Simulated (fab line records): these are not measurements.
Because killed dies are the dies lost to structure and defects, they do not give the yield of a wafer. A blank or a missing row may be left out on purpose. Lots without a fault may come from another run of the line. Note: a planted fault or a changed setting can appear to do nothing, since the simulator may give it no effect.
Matching of chambers + flow gf180mcu + 4 sister chambers for GF_V5_CMP_04 on cmp-02
The step polishes SiO2. 14 wafers are shown with their chamber, then 7 later ones without.

WAFERS WITH THEIR CHAMBER
| wafer  | chamber | motorCurrentA (A) | platenRpm (rpm) | slurryFilterDpKPa (kPa) |
|--------|---------|-------------------|-----------------|-------------------------|
| L823.1 | 2       | 11.4              | 59.97           | 13.60                   |
| L823.2 | 1       | 10.7              | 60.05           | 13.38                   |
| L823.5 | 0       | 14.6              | 60.00           | 13.57                   |
| L827.3 | 0       | 14.5              | 59.97           | 13.61                   |
| L827.4 | 1       | 10.3              | 60.01           | 13.44                   |
| L827.6 | 2       | 11.7              | 59.93           | 13.34                   |
| L831.4 | 3       | 12.2              | 60.03           | 13.61                   |
| L831.5 | 3       | 11.6              | 60.03           | 13.83                   |
| L831.6 | 2       | 11.7              | 59.96           | 13.74                   |
| L833.3 | 1       | 10.8              | 59.99           | 13.61                   |
| L833.4 | 3       | 12.3              | 60.06           | 13.60                   |
| L833.5 | 0       | 14.3              | 60.02           | 13.50                   |
| L835.1 | 2       | 11.1              | 59.96           | 13.35                   |
| L835.2 | 1       | 10.3              | 59.99           | 13.55                   |

SIGNATURES, as means of the wafers listed above
| reading           | chamber 0 | chamber 1 | chamber 2 | chamber 3 | scatter within a chamber |
|-------------------|-----------|-----------|-----------|-----------|--------------------------|
| motorCurrentA     | 14.467    | 10.525    | 11.475    | 12.033    | 0.281                    |
| platenRpm         | 59.9967   | 60.0100   | 59.9550   | 60.0400   | 0.0227                   |
| slurryFilterDpKPa | 13.5600   | 13.4950   | 13.5075   | 13.6800   | 0.137                    |
Rule: distance of a wafer from a chamber = root of the sum over the readings of ((wafer's reading minus chamber's mean) / reading's scatter) squared. If the next closest chamber is less than 2 further off than the closest, the wafer can't be placed; otherwise it belongs to the closest. How the scatter is found: for the shown wafers, subtract from each reading the mean of its chamber, square and add these, divide the total by (wafers less chambers), then take the root.

WAFERS MISSING THEIR CHAMBER
| wafer  | motorCurrentA (A) | platenRpm (rpm) | slurryFilterDpKPa (kPa) |
|--------|-------------------|-----------------|-------------------------|
| L835.3 | 11.3              | 60.05           | 13.37                   |
| L840.1 | 14.5              | 59.96           | 13.50                   |
| L840.2 | 12.3              | 60.05           | 13.73                   |
| L840.6 | 10.6              | 59.95           | 13.67                   |
| L844.2 | 11.1              | 59.93           | 13.47                   |
| L844.3 | 10.6              | 59.99           | 13.63                   |
| L844.6 | 14.8              | 59.92           | 13.60                   |

EACH ONE'S CHAMBER
| wafer  | from the rows above          | in truth                   |
|--------|------------------------------|----------------------------|
| L835.3 | can't be placed: 1 or 3 or 2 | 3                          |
| L840.1 | 0                            | 0                          |
| L840.2 | 3                            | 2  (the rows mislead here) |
| L840.6 | can't be placed: 1 or 2      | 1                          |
| L844.2 | 2                            | 2                          |
| L844.3 | 1                            | 1                          |
| L844.6 | 0                            | 0                          |
Placed correctly: 4 of 7. Not placeable from these rows: 2 (in 2, the candidates include the true chamber). Number placed wrongly: 1.
